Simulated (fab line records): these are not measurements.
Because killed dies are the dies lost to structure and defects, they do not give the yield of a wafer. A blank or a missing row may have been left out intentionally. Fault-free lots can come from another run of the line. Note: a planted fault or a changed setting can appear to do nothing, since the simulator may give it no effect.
A struck lot beside a sound one :: flow sfq_line :: 42 out of 325 route steps
Sound: these wafers, L151.1, L151.2, L151.5. Struck: wafers L157.2, L157.3, L157.6. The cause comes at the end.
Per side, at each step with rows, come the tool, then ch with its chambers, and then its first start. Under that, the readings that differ: sound wafers :: struck wafers :: difference of the means :: sigmas: that difference in standard deviations of wafers without a fault.
alike: readings with means less than 2 such deviations apart, plus words and numbers identical on both sides. not compared: withheld readings, readings lacking a value on some wafer, bounds such as >300 that could conceal the same value, and numbers that have no deviation in the record and whose values overlap.
The two part at a step that has a row with sigmas, a row that says differs or no value, or rows on one side only. When numbers do not overlap yet have no deviation, they are printed without sigmas and do not part them. A reading that every wafer of one side lacks parts them only if that side has two wafers or more.

first, 4 steps without rows for these wafers: SFQ_TRILAYER_I4_VIA_STRIP_STRIP_107 (strips in O2); SFQ_TRILAYER_I4_VIA_STRIP_SOLV_CLEAN_108 (cleans in NMP, time 600 s); SFQ_TRILAYER_JJ_TRILAYER_DEP_PRE_CLEAN_113 (time 22.5 s); SFQ_TRILAYER_JJ_TRILAYER_DEP_SPUTTER_109 (material Nb, target thk 150 nm, time 100 s).
SFQ_TRILAYER_JJ_TRILAYER_DEP_SPUTTER_110: material Al, target thk 8 nm, time 10 s.
  sound on pvd_sputter-03, day 62 22:46; struck on pvd_sputter-03, day 63 17:22
  alike: chamber_pressure_pa, throttle_valve_pct
then, 1 step without rows for these wafers: SFQ_TRILAYER_JJ_TRILAYER_DEP_AL_OXIDATION_111 (oxidation time 600 s).
SFQ_TRILAYER_JJ_TRILAYER_DEP_SPUTTER_112: material Nb, target thk 170 nm, time 113.3 s.
  sound on pvd_sputter-03, day 63 00:52; struck on pvd_sputter-03, day 63 18:23
  alike: chamber_pressure_pa, substrate_temp_c, throttle_valve_pct
SFQ_JJ_RS_MEAS_929: measures by four-point-probe.
  sound on film_metro-04, day 63 00:56; struck on film_metro-01, day 63 18:29
  alike: JJ_NB_RS
then, 3 steps without rows for these wafers: SFQ_TRILAYER_JJ_CE_LITHO_COAT_119 (resist thk 62 nm); SFQ_TRILAYER_JJ_CE_LITHO_COAT_114 (resist thk 600 nm); SFQ_TRILAYER_JJ_CE_LITHO_SOFTBAKE_118.
SFQ_TRILAYER_JJ_CE_LITHO_EXPOSE_115: exposes mask J5, target cd 700 nm.
  sound on krf_scanner-01 ch 0, day 63 11:12; struck on krf_scanner-01 ch 0, day 64 09:32
  alike: mask
then, 2 steps without rows for these wafers: SFQ_TRILAYER_JJ_CE_LITHO_PEB_117 (peb time 60 s); SFQ_TRILAYER_JJ_CE_LITHO_DEVELOP_116 (time 60 s).
SFQ_JJ_OVL_MEAS_931:
  sound on overlay-02, day 63 12:42; struck on overlay-02, day 64 10:50
  alike: J5_OVL
SFQ_TRILAYER_JJ_CE_METRO_MEASURE_117:
  sound on cd_sem-01, day 63 12:44; struck on cd_sem-02, day 64 11:04
reading: cd_nm (nm)
sound: 700.1 699.4 699.5
struck: 685.3 675.0 666.0
difference: -24.2
sigmas: -22
SFQ_TRILAYER_JJ_CE_BARC_OPEN_RIE_150: chemistry O2, target BARC, target depth 240 nm, time 80 s.
  sound on rie_metal-03 ch 0,1, day 63 13:56; struck on rie_metal-03 ch 0,1, day 64 12:04
reading: model.JJ.cd_nm (nm)
sound: 698.9 697.2 697.6
struck: 683.5 673.3 664.2
difference: -24.2
sigmas: 
  alike: drypump_motor_current_A, oes_product_au
  not compared: rf_hours_counter_h
SFQ_TRILAYER_JJ_CE_ETCH_RIE_118: chemistry SF6, target Nb, stops on Al2O3, time 97.7 s, target depth 170 nm.
  sound on rie_metal-03 ch 0,1, day 63 14:01; struck on rie_metal-03 ch 0,1, day 64 12:10
reading: model.JJ.cd_nm (nm)
sound: 700.4 697.3 698.1
struck: 684 674.2 666
difference: -24
sigmas: 
  alike: drypump_motor_current_A, oes_product_au
  not compared: rf_hours_counter_h
next, for these wafers, 1 step has no rows: SFQ_TRILAYER_JJ_ANODIZE_ANODIZE_119.
SFQ_TRILAYER_JJ_CE_STRIP_STRIP_120: strips in O2.
  sound on rie_metal-03 ch 0,1, day 63 14:38; struck on rie_metal-04 ch 0,1, day 64 12:46
  alike: drypump_motor_current_A, oes_product_au
  not compared: rf_hours_counter_h
then, 7 steps without rows for these wafers: SFQ_TRILAYER_JJ_CE_STRIP_SOLV_CLEAN_121 (cleans in NMP, time 600 s); SFQ_TRILAYER_M5_LITHO_COAT_128 (resist thk 62 nm); SFQ_TRILAYER_M5_LITHO_COAT_123 (resist thk 600 nm); SFQ_TRILAYER_M5_LITHO_SOFTBAKE_127; SFQ_TRILAYER_M5_LITHO_EXPOSE_124 (exposes mask M5, target cd 700 nm); SFQ_TRILAYER_M5_LITHO_PEB_126 (peb time 60 s); SFQ_TRILAYER_M5_LITHO_DEVELOP_125 (time 60 s).
-- the record jumps here: 5 days lie between the struck wafers' starts before and after --
SFQ_M5_OVL_MEAS_932:
  sound on overlay-01, day 67 22:44; struck on overlay-02, day 69 11:58
  alike: M5_OVL
then, 1 step without rows for these wafers: SFQ_TRILAYER_M5_BARC_OPEN_METAL_ETCH_161 (etches BARC in O2, target depth 125 nm, time 41.7 s).
SFQ_TRILAYER_M5_ETCH_METAL_ETCH_126: etches Nb in Cl2/BCl3, stops on SiO2, time 203.2 s, target depth 265 nm.
  sound on rie_metal-04 ch 0,1, day 67 22:49; struck on rie_metal-03 ch 0,1, day 69 12:03
reading: oes_product_au (a.u.)
sound: 0.735 0.745 0.734
struck: 0.720 0.724 0.730
difference: -0.013
sigmas: -2
  alike: drypump_motor_current_A
  not compared: rf_hours_counter_h
then, 2 steps without rows for these wafers: SFQ_TRILAYER_M5_STRIP_STRIP_127 (strips in O2); SFQ_TRILAYER_M5_STRIP_SOLV_CLEAN_128 (cleans in NMP, time 600 s).
SFQ_TRILAYER_A5B_DEP_PECVD_129: deposits SiO2 from SiH4/N2O, time 133.33 s, target thk 600 nm.
  sound on pecvd-02 ch 1,2, day 67 23:49; struck on pecvd-04 ch 1,2, day 69 13:01
  alike: heater_power_w, throttle_valve_pct
then, 5 steps without rows for these wafers: SFQ_TRILAYER_A5B_CMP_CMP_130 (polishes, stops on Nb, target thk 340.7 nm); SFQ_TRILAYER_A5B_METRO_MEASURE_131; SFQ_TRILAYER_R5_DEP_SPUTTER_132 (material Ti, target thk 5 nm, time 5 s); SFQ_TRILAYER_R5_DEP_SPUTTER_133 (material MoNx, target thk 40 nm, time 66.7 s); SFQ_TRILAYER_R5_DEP_SPUTTER_134 (material Ti, target thk 5 nm, time 5 s).
SFQ_R5_RS_MEAS_933: measures by four-point-probe.
  sound on film_metro-02, day 68 10:52; struck on film_metro-01, day 69 17:25
  alike: R5_MONX_RS
SFQ_R5_THK_MEAS_934: measures by xrf.
  sound on film_metro-02, day 68 10:59; struck on film_metro-01, day 69 17:32
  alike: R5_MONX_THK
then, 1 step without rows for these wafers: SFQ_TRILAYER_R5_LITHO_COAT_141 (resist thk 62 nm).
-- the record jumps here: 20 days lie between the struck wafers' starts before and after --
SFQ_M8_BOW_MEAS_951:
  sound on film_metro-02, day 82 01:41; struck on film_metro-03, day 90 02:12
reading: model.etest.jj.g_times
sound: 1 0.9911 0.9935
struck: 0.9536 0.9267 0.9042
difference: -0.0667
sigmas: 
  alike: M8_BOW

## WHERE THEY PART
First at SFQ_TRILAYER_JJ_CE_METRO_MEASURE_117; last, within this record, at SFQ_TRILAYER_M5_ETCH_METAL_ETCH_126. Later steps at which nothing parts them and some readings are alike: SFQ_TRILAYER_A5B_DEP_PECVD_129, SFQ_R5_RS_MEAS_933, SFQ_R5_THK_MEAS_934, SFQ_M8_BOW_MEAS_951.

WHY: whatever the simulator had introduced
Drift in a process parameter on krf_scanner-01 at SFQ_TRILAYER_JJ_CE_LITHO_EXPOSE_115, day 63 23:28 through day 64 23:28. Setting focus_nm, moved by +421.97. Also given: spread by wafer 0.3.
